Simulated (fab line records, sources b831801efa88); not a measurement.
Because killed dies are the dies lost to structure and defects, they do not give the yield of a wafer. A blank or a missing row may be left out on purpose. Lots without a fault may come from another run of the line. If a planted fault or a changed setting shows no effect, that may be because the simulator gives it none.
Matching of chambers	flow gf180mcu	GF_V2_ETCH_16 on rie_diel-01: 4 sister chambers
The step etches BARC in N2/H2. 20 wafers are shown with their chamber, then 10 later ones without.

== WAFERS PAIRED WITH THEIR CHAMBERS ==
wafer	chamber	oes_product_au (a.u.)	throttle_valve_pct (%)
L075.2	1	0.846	13.232
L075.5	3	0.856	13.230
L075.6	1	0.852	13.223
L076.2	2	0.846	13.216
L076.3	3	0.866	13.221
L076.6	1	0.853	13.234
L077.1	2	0.855	13.218
L077.4	1	0.855	13.231
L077.5	1	0.844	13.230
L085.1	2	0.857	13.239
L085.3	3	0.853	13.201
L085.4	1	0.864	13.215
L084.1	1	0.853	13.213
L084.3	0	0.852	13.230
L084.5	1	0.853	13.227
L087.1	3	0.856	13.227
L087.3	1	0.853	13.224
L087.4	2	0.853	13.222
L088.3	3	0.860	13.220
L088.4	0	0.860	13.217

SIGNATURES (averages over the wafers above)
reading	chamber 0	chamber 1	chamber 2	chamber 3	scatter within a chamber
oes_product_au	0.85600	0.85256	0.85275	0.85820	0.00534
throttle_valve_pct	13.22350	13.22544	13.22375	13.21980	0.00924
Rule: for a wafer and a chamber, the distance is found by dividing, reading by reading, the gap between the wafer's reading and the chamber's mean by the reading's scatter, squaring, summing and taking the root. If the next closest chamber is less than 2 further off than the closest, the wafer can't be placed; otherwise it belongs to the closest. The scatter: the root of (the sum of the squares of (reading less its chamber's mean) over the shown wafers, divided by (wafers less chambers)).

== WAFERS MISSING THEIR CHAMBER ==
wafer	oes_product_au (a.u.)	throttle_valve_pct (%)
L088.6	0.857	13.224
L090.1	0.857	13.216
L090.4	0.864	13.235
L090.6	0.857	13.215
L093.1	0.859	13.235
L093.2	0.853	13.222
L093.5	0.845	13.227
L096.1	0.850	13.234
L096.2	0.852	13.217
L096.6	0.852	13.243

== CHAMBER TAKEN BY EACH ==
wafer	from the rows above	in truth
L088.6	can't be placed: 0 or 3 or 2 or 1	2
L090.1	can't be placed: 3 or 0 or 2 or 1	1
L090.4	can't be placed: 0 or 3 or 1 or 2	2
L090.6	can't be placed: 3 or 0 or 2 or 1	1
L093.1	can't be placed: 0 or 1 or 3 or 2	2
L093.2	can't be placed: 2 or 1 or 0 or 3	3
L093.5	can't be placed: 1 or 2 or 0 or 3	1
L096.1	can't be placed: 1 or 2 or 0 or 3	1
L096.2	can't be placed: 2 or 1 or 0 or 3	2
L096.6	can't be placed: 1 or 2 or 0 or 3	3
Placed correctly: 0 of 10. These rows do not allow placing 10 (true chamber among the candidates in 10). Number placed wrongly: 0.
